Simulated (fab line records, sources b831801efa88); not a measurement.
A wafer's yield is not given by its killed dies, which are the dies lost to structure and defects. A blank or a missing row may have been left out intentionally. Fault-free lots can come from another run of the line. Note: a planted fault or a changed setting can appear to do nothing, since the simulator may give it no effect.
Comparing a struck lot with a sound one || flow sky130 || 38 steps out of a route of 708
Sound: the wafers L552.1, L552.2, L552.6. Wafers struck: L542.2, L542.3, L542.4. Last of all comes the cause.
Per side, at each step with rows, come the tool, then ch with its chambers, and then its first start. Under that, the readings that differ: sound wafers || struck wafers || difference of the means || sigmas: that difference in standard deviations of wafers without a fault.
alike: readings whose means differ by less than 2 such deviations, and words and numbers that are the same on both sides. not compared: withheld readings, readings that some wafer has no value for, bounds like >300 that may hide the same value, and numbers for which the record gives no deviation and whose values overlap.
A row with sigmas, a row that says differs or no value, or rows on one side alone: a step with any of these is where the two part. Numbers that don't overlap but have no deviation are shown without sigmas and don't part them. Lack of a reading on every wafer of one side parts them only where that side has two or more wafers.

first, 9 steps without rows for these wafers: SKY_VIA2_SPUTTER_20 (material TiN, target thk 20 nm, time 80 s); SKY_VIA2_CVD_21 (deposits W, target thk 420 nm, time 126.4 s); SKY_VIA2_CMP_24 (polishes, stops on SiO2, t overpolish 20 s, target thk 0 nm); SKY_METAL3_SPUTTER_00 (material Ti, target thk 15 nm, time 10 s); SKY_METAL3_SPUTTER_01 (material TiN, target thk 20 nm, time 16.7 s); SKY_METAL3_SPUTTER_02 (material AlCu, target thk 735 nm, time 39.1 s); SKY_METAL3_SPUTTER_03 (material Ti, target thk 5 nm, time 3.3 s); SKY_METAL3_SPUTTER_04 (material TiN, target thk 70 nm, time 58.3 s); SKY_CAPM_CVD_00 (deposits SiO2, target thk 15.5 nm).
SKY_CAPM_SPUTTER_02: material TiN, target thk 200 nm, time 166.7 s.
  sound on pvd_sputter-03 at day 42 09:22; struck on pvd_sputter-03 at day 39 07:16
{"reading": "cathode_dc_power_W (W)", "sound": "6500.7 6500.9 6500.7", "struck": "3934.0 3936.3 3935.9", "difference": -2565.4, "sigmas": "-99 or more"}
{"reading": "model.TiN_of_CAPM_SPUTTER_02.thk_nm (nm)", "sound": "200.8 201 201.7", "struck": "119.1 122.8 121.8", "difference": -79.9, "sigmas": ""}
  alike: susceptor_temp_C, throttle_valve_pct
SKY_CAPM_RS_MEAS_03: measurement is done with a four-point probe.
  sound on film_metro-04 at day 42 09:28; struck on film_metro-01 at day 39 07:23
{"reading": "CAPM_TIN_RS (ohm/sq)", "sound": "6.88 6.89 6.88", "struck": "11.78 11.43 11.53", "difference": "+4.70", "sigmas": "+63"}
SKY_CAPM_THK_MEAS_04: measures by xrf.
  sound on film_metro-04 at day 42 09:35; struck on film_metro-01 at day 39 07:30
{"reading": "CAPM_TIN_THK (nm)", "sound": "201.1 201.7 201.5", "struck": "119.2 122.6 121.9", "difference": -80.2, "sigmas": -35}
then, 7 steps without rows for these wafers: SKY_CAPM_DEHYDRATE_05 (time 60 s); SKY_CAPM_HMDS_06 (prime time 60 s); SKY_CAPM_COAT_07 (resist thk 1140 nm); SKY_CAPM_SOFTBAKE_08 (time 60 s); SKY_CAPM_EXPOSE_09 (exposes mask CAPM, target cd 1000 nm); SKY_CAPM_PEB_10; SKY_CAPM_DEVELOP_11 (develop time 60 s).
SKY_CAPM_METAL_ETCH_13: etches TiN in Cl2/BCl3, stops on SiO2, target depth 220 nm, time 62.9 s.
  sound on rie_metal-04 ch 0,1, day 43 08:15; struck on rie_metal-04 ch 0,1, day 40 07:44
{"reading": "oes_product_au (a.u.)", "sound": "0.946 0.949 0.939", "struck": "0.710 0.719 0.722", "difference": -0.228, "sigmas": -31}
{"reading": "throttle_valve_pct (%)", "sound": "21.892 21.898 21.899", "struck": "22.058 22.038 22.048", "difference": "+0.152", "sigmas": "+15"}
  alike: drypump_motor_current_A
  not compared: rf_hours_counter_h
then, 16 steps without rows for these wafers: SKY_CAPM_STRIP_14 (strips in O2/N2); SKY_CAPM_STRIP_15 (strips in post etch residue remover, time 1200 s); SKY_CAPM_CLEAN_16 (cleans in IPA, time 180 s); SKY_CAPM_CLEAN_17 (cleans in O3/DIW); SKY_METAL3_DEHYDRATE_05 (time 60 s); SKY_METAL3_HMDS_06 (prime time 60 s); SKY_METAL3_COAT_07 (resist thk 60 nm); SKY_METAL3_COAT_08 (resist thk 1140 nm); SKY_METAL3_SOFTBAKE_09 (time 90 s); SKY_METAL3_EXPOSE_10 (exposes mask MM3, target cd 300 nm); SKY_METAL3_PEB_11; SKY_METAL3_DEVELOP_12 (develop time 60 s); SKY_METAL3_DESCUM_15 (chemistry O2, time 8 s); SKY_METAL3_ETCH_16 (etches BARC in N2/H2, stops on SiO2, time 88.2 s, target depth 60 nm); SKY_METAL3_ETCH_17 (etches SiO2 in C4F8/O2/Ar, stops on TiN, time 3.9 s, target depth 15 nm); SKY_METAL3_METAL_ETCH_18 (etches the open film in Cl2/BCl3, stops on SiO2, target depth 845 nm, time 183.1 s).
SKY_METAL3_STRIP_20: strips in post etch residue remover, time 1200 s.
  sound on wet_bench-01 ch 2, day 44 08:45; struck on wet_bench-04 ch 0, day 41 10:07
{"reading": "model.TiN_of_CAPM_SPUTTER_02.thk_nm (nm)", "sound": "200 200.2 200.8", "struck": "118.2 121.9 121", "difference": -80.0, "sigmas": ""}
-- the record jumps here: 7 days lie between the struck wafers' starts before and after (it left off in module METAL3 and takes up again in module PAD_OPEN, whose first step shown is number 708 of the route) --
SKY_PAD_OPEN_PROBE_99:
  sound on prober-01 at day 50 08:56; struck on prober-02 at day 48 03:34
{"reading": "model.etest.cap_mim.plate_ohm_sq", "sound": "5.97 5.925 5.98", "struck": "10.03 9.823 9.826", "difference": "+3.93", "sigmas": ""}
{"reading": "model.etest.cap_mim.bv_v (V)", "sound": "13.77 13.39 14.04", "struck": "11.91 11.56 11.6", "difference": -2.04, "sigmas": ""}
{"reading": "model.etest.cap_mim.leak_log10_a_cm2", "sound": "-8.91 -8.95 -9.006", "struck": "-8.013 -8.024 -8.069", "difference": "+0.920", "sigmas": ""}
  alike: defect_limited_yield, killed_at_M0_to_M3, killed_at_M4_up, killed_at_contacts, killed_at_front_end, killed_at_other, killed_dies, killed_open, killed_short, sort_bin_3_pad_short, sort_bin_5_function, sort_bin_6_memory, sort_n_pass, sort_yield_pct

## WHERE THEY PART
First at SKY_CAPM_SPUTTER_02; last, within this record, at SKY_CAPM_METAL_ETCH_13. Later steps at which nothing parts them and some readings are alike: SKY_PAD_OPEN_PROBE_99.

WHY: the cause the simulator had injected
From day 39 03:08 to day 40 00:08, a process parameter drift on pvd_sputter-03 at SKY_CAPM_SPUTTER_02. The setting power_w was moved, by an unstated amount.
